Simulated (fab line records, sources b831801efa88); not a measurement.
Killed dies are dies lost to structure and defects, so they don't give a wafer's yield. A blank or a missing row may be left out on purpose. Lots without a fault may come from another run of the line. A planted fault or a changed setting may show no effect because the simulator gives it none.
fab line records | flow gf180mcu
record lots=12 wafers=36 last_day=34
route steps=602 shown HV_LDD@191 SAB@277 V2@408 M3@419
lots that met no fault: from a run of the same line without faults
start_h: hours from the record's first day to the start of the lot's first wafer shown | wait_h: hours since the lot's step before | " the same as in the row above | L1.1+2: a row that stands for several wafers | - no value, or no start given | * or withheld: withheld | < > ~ a bound
route shown NAME@n: a module of which the file shows steps, and the number in the route of the first | usual: mean/standard deviation of fault-free wafers | same: alike in all rows | chamber/n: place in a boat | sites: the reading at each site | _std_site: their standard deviation | _edge_site: outer sites' mean less inner sites' | radius_mm: how far each site lies from the wafer's centre | mask NAME#n: copy n | behind: the tool/chamber that last shaped the wafer | hold: why the lot was held/for how many hours/how that ended | device: the transistor (n, p or np) that didn't switch | end of line: the same wafers' tests at the end of the route | a step without rows: its recipe alone | killed: dies lost to structure and defects at the first sort, not the wafer's yield | map: a wafer's dies, x killed, . not, _ none there
set.NAME: the setting as run; set.NAME@STEP: as run at that earlier step | model.NAME: the simulator's own value behind a step, which no gauge read
steps of the route over a sample of lots; a table a step, a row a wafer
services: from which hour (start_h, from the record's first day; less than 0 if before it) a tool's chamber was out of use, for how many hours, and why
## steps
# step GF_HV_LDD_SOFTBAKE_15
# recipe temp_c=90 time_s=60 resist=NOVOLAK
# usual heater_power_total_W=56.60/0.043 resist_line_temp_C=22.98/0.11 run_length_s=89.25/0.23
# columns lot.wafer tool chamber start_h wait_h heater_power_total_W resist_line_temp_C run_length_s
L465.1 litho_track-02 0 236.07 0.1 56.64 22.85 88.92
L465.2 " 0 " " 56.65 22.98 88.95
L465.5 " 0 " " 56.50 23.04 89.10
L466.1 litho_track-01 0 244.27 0.1 56.57 23.18 89.30
L466.4 " 0 " " 56.59 23.11 89.27
L466.6 " 0 " " 56.61 22.93 89.41
L467.3 litho_track-02 0 255.37 0.1 59.71 23.02 79.86
L467.4 " 0 " " 59.75 22.85 79.77
L467.6 " 0 " " 59.77 22.67 79.83
L468.3 litho_track-02 0 261.07 0.1 59.81 22.97 80.06
L468.5 " 0 " " 59.70 22.99 79.89
L468.6 " 0 " " 59.73 23.02 79.78
L475.3 litho_track-01 0 312.47 0.1 56.63 22.98 89.28
L475.4 " 0 " " 56.59 23.07 89.55
L475.5 " 0 " " 56.57 23.02 89.42
L477.1 litho_track-02 0 332.77 0.1 56.58 23.01 88.96
L477.4 " 0 " " 56.59 22.98 88.86
L477.6 " 0 " " 56.56 23.08 89.03
L478.1 litho_track-04 0 341.49 0.1 56.65 22.65 89.44
L478.5 " 0 " " 56.65 22.86 89.39
L478.6 " 0 " " 56.59 22.83 89.42
L479.2 litho_track-02 0 354.69 0.1 56.56 23.14 88.89
L479.3 " 0 " " 56.55 23.00 88.97
L479.5 " 0 " " 56.56 23.01 89.03
L480.2 litho_track-02 0 366.94 0.1 56.55 22.96 89.15
L480.4 " 0 " " 56.51 22.93 88.93
L480.6 " 0 " " 56.56 23.07 89.02
L481.2 litho_track-01 0 370.04 0.1 56.67 22.92 89.49
L481.4 " 0 " " 56.67 22.90 89.37
L481.6 " 0 " " 56.52 22.98 89.36
L482.3 litho_track-01 0 370.97 0.1 56.63 22.96 89.39
L482.4 " 0 " " 56.56 22.98 89.30
L482.6 " 0 " " 56.67 22.95 89.54
L484.1 litho_track-02 0 385.52 0.1 56.62 23.02 89.20
L484.2 " 0 " " 56.54 23.00 88.97
L484.3 " 0 " " 56.63 23.02 88.98
# step GF_SAB_STRIP_13
# recipe chemistry=O2/N2 power_w=1400 pressure_mtorr=1500 platen_temp_c=250 o2_flow_sccm=3000 n2_flow_sccm=300 overash_fraction=0.5
# usual drypump_motor_current_A=5.93/0.23 heater_power_w=358/43 oes_product_au=0.710/0.0046 strip_time_to_endpoint_s=12.60/0.035
# same overash_fraction=0.5
# columns lot.wafer tool chamber start_h wait_h drypump_motor_current_A heater_power_w oes_product_au rf_hours_counter_h strip_time_to_endpoint_s
L465.1 plasma_asher-01 1 346.60 0.0 5.52 373 0.712 71 12.64
L465.2 " 0 " " 5.90 404 0.710 71 12.65
L465.5 " 1 " " 5.54 381 0.708 - 12.63
L466.1 plasma_asher-01 0 356.62 0.0 5.86 408 0.706 72 12.58
L466.4 " 1 " " 5.58 381 0.712 - 12.57
L466.6 " 0 " " 5.85 416 0.708 - 12.56
L467.3 plasma_asher-01 0 368.41 0.0 5.89 405 0.702 - 12.59
L467.4 " 1 " " 5.56 376 0.714 - 12.53
L467.6 " 1 " " 5.56 363 0.710 - 12.58
L468.3 plasma_asher-02 0 379.32 0.0 5.94 312 0.716 - 12.57
L468.5 " 1 " " 6.11 314 0.704 - 12.61
L468.6 " 0 " " 5.95 311 0.711 - 12.61
L475.3 plasma_asher-01 0 439.57 0.0 5.85 404 0.716 - 12.59
L475.4 " 1 " " 5.52 377 0.717 - 12.56
L475.5 " 0 " " 5.89 399 0.706 - 12.59
L477.1 plasma_asher-04 1 464.87 0.0 6.09 327 0.719 83 12.56
L477.4 " 1 " " 6.08 326 0.709 - 12.62
L477.6 " 0 " " 6.27 408 0.711 - 12.62
L478.1 plasma_asher-02 0 476.12 0.0 5.93 308 0.708 38 12.58
L478.5 " 0 " " 5.92 308 0.709 - 12.59
L478.6 " 1 " " 6.08 306 0.703 - 12.60
L479.2 plasma_asher-01 1 490.67 0.0 5.52 372 0.708 6 12.61
L479.3 " 1 " " 5.53 368 0.717 - 12.55
L479.5 " 1 " " 5.53 368 0.705 - 12.56
L480.2 plasma_asher-01 1 505.65 0.0 5.54 378 0.709 8 12.64
L480.4 " 1 " " 5.56 377 0.717 - 12.64
L480.6 " 1 " " 5.54 375 0.714 - 12.60
L481.2 plasma_asher-04 0 508.67 0.0 6.23 412 0.703 87 12.60
L481.4 " 1 " " 6.04 321 0.709 - 12.63
L481.6 " 0 " " 6.28 406 0.707 - 12.59
L482.3 plasma_asher-01 0 512.01 0.0 5.84 405 0.712 - 12.61
L482.4 " 1 " " 5.55 371 0.709 - 12.60
L482.6 " 1 " " 5.54 380 0.705 - 12.57
L484.1 plasma_asher-02 0 522.01 0.0 5.93 304 0.713 43 12.51
L484.2 " 1 " " 6.12 308 0.716 43 12.58
L484.3 " 0 " " 5.93 301 0.711 - 12.56
# step GF_V2_CMP_26
# recipe stop_on=SiO2 down_force_psi=3.5 platen_rpm=60 t_overpolish_s=15 target_thk_nm=0 pad_velocity_m_s=0.94248
# usual head_pressure_psi=3.500/0.0079 motor_current_A=11.0/0.79 overpolish_run_s=15.000/0.0094 time_to_endpoint_s=87/3.2
# columns lot.wafer tool chamber start_h wait_h head_pressure_psi motor_current_A overpolish_run_s time_to_endpoint_s
L465.2 cmp-01 2 472.58 0.1 3.502 11.3 15.012 86
L465.1 " 3 " " 3.494 10.4 15.003 86
L465.5 " 2 " " 3.505 10.5 14.999 82
L466.1 cmp-01 2 483.44 0.1 3.509 10.9 14.992 87
L466.4 " 0 " " 3.488 10.7 14.993 96
L466.6 " 3 " " 3.502 10.8 14.990 85
L467.3 cmp-02 3 496.04 0.1 3.500 12.0 15.000 86
L467.4 " 1 " " 3.507 10.0 15.006 85
L467.6 " 3 " " 3.490 12.0 14.989 85
L468.3 cmp-01 0 506.46 0.1 3.505 11.6 14.985 89
L468.6 " 2 " " 3.483 11.2 14.984 82
L468.5 " 3 " " 3.501 10.7 14.995 87
L475.3 cmp-02 1 564.67 0.0 3.505 9.9 15.000 87
L475.4 " 2 " " 3.492 11.1 15.008 86
L475.5 " 1 " " 3.491 9.5 15.002 82
L477.4 cmp-02 0 586.38 0.0 3.497 11.4 15.006 84
L477.1 " 2 " " 3.495 11.1 15.003 86
L477.6 " 0 " " 3.505 11.9 14.999 87
L478.1 cmp-01 3 596.82 0.1 3.490 10.4 14.985 82
L478.6 " 3 " " 3.483 10.8 15.004 80
L478.5 " 0 " " 3.508 11.5 15.004 90
L479.3 cmp-02 2 610.98 0.1 3.499 10.9 15.015 85
L479.2 " 3 " " 3.502 12.1 14.992 82
L479.5 " 0 " " 3.521 12.1 14.995 86
L480.4 cmp-02 2 621.80 0.0 3.499 10.7 15.006 86
L480.2 " 3 " " 3.493 11.9 14.984 84
L480.6 " 2 " " 3.497 11.1 15.009 87
L481.4 cmp-01 3 626.81 0.1 3.503 10.4 15.001 85
L481.2 " 0 " " 3.500 11.3 15.003 89
L481.6 " 3 " " 3.507 11.3 15.013 82
L482.4 cmp-02 1 629.70 0.0 3.496 9.4 15.006 89
L482.3 " 0 " " 3.507 11.8 15.001 87
L482.6 " 1 " " 3.509 9.6 14.992 88
L484.3 cmp-02 3 636.78 0.2 3.515 11.6 15.005 88
L484.2 " 0 " " 3.493 12.4 14.998 86
L484.1 " 2 " " 3.497 10.8 15.006 89
# step GF_M3_SOFTBAKE_10
# recipe temp_c=130 time_s=62.78 resist=KrF
# usual heater_power_total_W=93.23/0.066 plate_sensor_t_centre_C=131.01/0.01 plate_sensor_t_edge_C=131.21/0.0096 resist_line_temp_C=22.97/0.11 run_length_s=92.78/0
# columns lot.wafer tool chamber start_h wait_h heater_power_total_W plate_sensor_t_centre_C plate_sensor_t_edge_C resist_line_temp_C run_length_s
L465.1 litho_track-04 0 485.34 0.1 93.30 131.02 131.19 22.99 92.78
L465.2 " 0 " " 93.26 131.02 131.2 23.11 92.78
L465.5 " 0 " " 93.28 131.01 131.2 22.94 92.78
L466.1 litho_track-03 0 495.14 0.1 93.08 131 131.22 22.92 92.78
L466.4 " 0 " " 93.21 131.02 131.21 22.88 92.78
L466.6 " 0 " " 93.20 131.02 131.19 22.65 92.78
L467.3 litho_track-04 0 508.74 0.1 93.26 131.04 131.22 22.97 92.78
L467.4 " 0 " " 93.30 131.02 131.22 22.95 92.78
L467.6 " 0 " " 93.25 131.01 131.21 22.99 92.78
L468.3 litho_track-03 0 518.24 0.1 93.27 131.01 131.2 22.91 92.78
L468.5 " 0 " " 93.25 131.02 131.21 23.09 92.78
L468.6 " 0 " " 93.09 131.01 131.19 22.94 92.78
L475.3 litho_track-04 0 575.79 0.1 93.22 131.03 131.22 23.07 92.78
L475.4 " 0 " " 93.32 131.01 131.21 23.00 92.78
L475.5 " 0 " " 93.19 131.03 131.21 22.86 92.78
L477.1 litho_track-01 0 597.66 0.1 93.33 131.01 131.21 22.99 92.78
L477.4 " 0 " " 93.22 131.02 131.2 22.97 92.78
L477.6 " 0 " " 93.04 131 131.21 22.99 92.78
L478.1 litho_track-01 0 607.66 0.1 93.24 131 131.22 23.02 92.78
L478.5 " 0 " " 93.30 131.03 131.22 23.21 92.78
L478.6 " 0 " " 93.26 131.03 131.21 22.90 92.78
L479.2 litho_track-03 0 622.02 0.1 93.23 131.01 131.2 23.00 92.78
L479.3 " 0 " " 93.22 131 131.2 23.06 92.78
L479.5 " 0 " " 93.35 131.02 131.2 22.99 92.78
L480.2 litho_track-03 0 632.32 0.1 93.25 131.02 131.21 23.14 92.78
L480.4 " 0 " " 93.25 131.02 131.23 22.75 92.78
L480.6 " 0 " " 93.14 131.02 131.21 22.85 92.78
L481.2 litho_track-04 0 637.56 0.1 93.11 131 131.21 23.05 92.78
L481.4 " 0 " " 93.27 130.99 131.22 22.95 92.78
L481.6 " 0 " " 93.19 131.03 131.21 23.08 92.78
L482.3 litho_track-03 0 640.04 0.1 93.26 131.02 131.21 23.06 92.78
L482.4 " 0 " " 93.11 131.01 131.19 23.10 92.78
L482.6 " 0 " " 93.12 131.01 131.21 23.15 92.78
L484.1 litho_track-01 0 647.56 0.1 93.21 130.99 131.21 22.81 92.78
L484.2 " 0 " " 93.21 131.01 131.2 22.90 92.78
L484.3 " 0 " " 93.16 131.02 131.21 22.98 92.78
## services
# columns tool chamber start_h hours kind
cmp-02 - 213.65 2.2 repair
cmp-01 - 232.00 4.0 pm
cmp-02 - 249.23 0.5 repair
cmp-02 - 252.05 3.2 repair
cmp-02 - 275.69 19.7 pm
cmp-01 - 290.99 2.6 repair
cmp-02 - 304.61 1.5 repair
cmp-01 - 324.29 2.6 repair
cmp-02 - 335.77 2.7 repair
cmp-01 - 343.60 1.2 repair
cmp-02 - 357.60 1.9 repair
cmp-02 - 385.44 5.2 pm
cmp-02 - 404.00 4.0 pm
plasma_asher-01 - 421.25 9.0 pm
cmp-01 - 428.42 0.5 repair
cmp-01 - 429.39 2.9 repair
cmp-01 - 450.32 0.7 repair
cmp-01 - 467.28 1.7 repair
plasma_asher-01 - 500.61 1.1 repair
cmp-01 - 549.98 8.9 pm
cmp-01 - 572.00 4.0 pm
cmp-02 - 587.50 1.1 repair
cmp-02 - 602.02 6.0 pm
cmp-02 - 641.93 0.5 repair
## key
first_sign step=GF_HV_LDD_SOFTBAKE_15 reading=heater_power_total_W direction=up sigmas=73 usual=56.60 struck=59.74
effect step=GF_HV_LDD_SOFTBAKE_15 reading=run_length_s direction=down sigmas=42 usual=* struck=*
met_at GF_HV_LDD_SOFTBAKE_15
struck_lots L467,L468
tester_left_out L467,L468
not_acting_at GF_SAB_STRIP_13,GF_V2_CMP_26,GF_M3_SOFTBAKE_10
onset_between 236.07 255.37
fault kind=process_parameter_drift tool=litho_track-02 chamber=- onset_h=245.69 steps=GF_HV_LDD_SOFTBAKE_15 channel=time_s offset=* shape=step end_h=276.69 acts_in=* stated=*
# tester_left_out: of these lots the tester's yield and bins aren't shown, on N5 and GAA mostly nor the transistor test; their killed dies are dies lost to structure and defects alone, not to doping, threshold or leakage, so they don't give the yield
